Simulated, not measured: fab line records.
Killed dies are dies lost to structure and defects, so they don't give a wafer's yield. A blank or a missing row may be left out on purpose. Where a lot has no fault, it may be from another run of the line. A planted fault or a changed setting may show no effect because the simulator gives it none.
Problem report in the 8D (eight disciplines) form, filled by code :: flow sky130 :: the parts of the form that need people (team, actions taken, sign-off) are left out

== 1. WHAT IS WRONG ==
Wafers without a fault read 313 s, standard deviation 3.6; run_length_s at SKY_FIELD_ISO_WET_ETCH_18 reads a mean of 59 s on 6 wafers belonging to 2 lots. Measured from the usual mean, that is -71 standard deviations.
The step: etches Si3N4 in H3PO4, target depth 25 nm, time 286 s.
First observed at day 5 10:55: wafer L976.2, on wet_bench-01. The record holds 39 wafers of 13 lots with a number at this step. Rule for "out" (also "out of limits"): further than 4 standard deviations from the usual mean. The rest of the wafers with a number are treated as sound.

== 2. WHAT IT IS, AND WHAT IT ISN'T ==
question: which readings at this step
is: run_length_s
is not: -

question: which lots
is: L976, L977
is not: L963, L964, L965, L966, L967, L971, L978, L979, L983, L984, L985

question: which wafers of those lots
is: all that have a number
is not: -

question: read on which tools
is: wet_bench-01
is not: wet_bench-02, wet_bench-03

question: when
is: from day 5 10:55
is not: up to then (18 sound wafers); but 15 sound wafers of L978, L979, L983, L984, L985 came after

== 3. SUSPECTS, AND WHAT RULES EACH OUT ==
Counting: a tool stays on the suspect list if, at a process step up to the reading, it processed all lots that are out and no sound lot following the first of them.
- wet_bench-01 at SKY_FIELD_ISO_WET_ETCH_18 (etches Si3N4 in H3PO4, target depth 25 nm, time 286 s): kept. It ran every lot that is out, first L976 (day 5 10:55), and no sound lot after that; its last sound lot up to then is L971 (day 4 05:10). Its own run_length_s readings are out on those wafers.
Left after counting: wet_bench-01 at SKY_FIELD_ISO_WET_ETCH_18.

== 4. THE CAUSE (what the simulator had put in) ==
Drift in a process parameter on wet_bench-01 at SKY_FIELD_ISO_WET_ETCH_18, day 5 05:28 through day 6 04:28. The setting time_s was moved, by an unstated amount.
Only this tool survived the counting.

== 5. THE CHAIN OF EFFECTS, in route order ==
Each row: a reading where the mean over the struck wafers with a number is more than 3 standard deviations away from the usual. Only readings for which the record gives a usual standard deviation are gone through. hours: the time from each lot's start at the first step in this table that gives one to its start at this step, as a median over the lots. sigmas: the change in usual standard deviations.
hours: 0
step: SKY_FIELD_ISO_WET_ETCH_18
reading: run_length_s
usual: 313 s
on struck wafers: 59
change: -254
sigmas: -71
It contains these process steps:
- SKY_FIELD_ISO_WET_ETCH_18: etches Si3N4 in H3PO4, target depth 25 nm, time 286 s.
Later steps that measure or inspect, where all struck wafers having a row at the step show a number for every such reading and not one has moved that far: SKY_VT_ADJUST_PCH_TW_MEAS_10, SKY_SONOS_ONO_CD_MEAS_13.

== 6. HOW IT WOULD HAVE BEEN CAUGHT EARLIER ==
The fault began at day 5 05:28; the first out-of-limits reading in this record came at day 5 10:55, 5 hours later.
